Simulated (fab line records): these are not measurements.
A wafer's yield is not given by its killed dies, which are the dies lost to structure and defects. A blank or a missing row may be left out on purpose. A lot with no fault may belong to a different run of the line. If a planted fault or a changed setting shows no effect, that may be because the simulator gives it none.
Which tool did it? -- flow sky130 -- route of 708 steps, sampled at 1 step: 6 lots, 18 wafers

WHAT THE GAUGES SHOWED, per wafer
SKY_POLY_CUT_OVL_MEAS_09.
lot,measured,on,POLY_CUT_OVL (nm)
L382,day 25 00:40,overlay-01,-4 0 0
L386,day 26 18:37,overlay-01,-1 0 3
L391,day 28 10:28,overlay-01,0 3 4
L396,day 30 00:02,overlay-02,9 -1 4
L399,day 30 19:37,overlay-01,3 3 -3
L402,day 31 16:26,overlay-02,-5 -7 2

WHICH TOOL RAN EACH LOT (tool, then ch and the chambers of the sampled wafers, then the start)
Before these readings, the record contains no process step.

THE ANSWER, worked out from the rows above alone
Rule: the usual values come from the lots themselves. Put in order of their means at a reading, lots are off if they are a third of the lots or fewer, leave a main group of 4 or more, and stand apart from it by a gap of 3 or more times the standard deviation of the main group's means; of several such gaps the widest counts. A main group is skipped when, at the precision printed for the reading in the tables above, its means are all equal. Also off: a lot with no number at a reading for which 4 or more lots have one. All remaining lots with rows at the step are treated as sound.
Nothing can be told from this: no lot is off at any reading shown.

WHAT THE SIMULATOR HAD PUT IN
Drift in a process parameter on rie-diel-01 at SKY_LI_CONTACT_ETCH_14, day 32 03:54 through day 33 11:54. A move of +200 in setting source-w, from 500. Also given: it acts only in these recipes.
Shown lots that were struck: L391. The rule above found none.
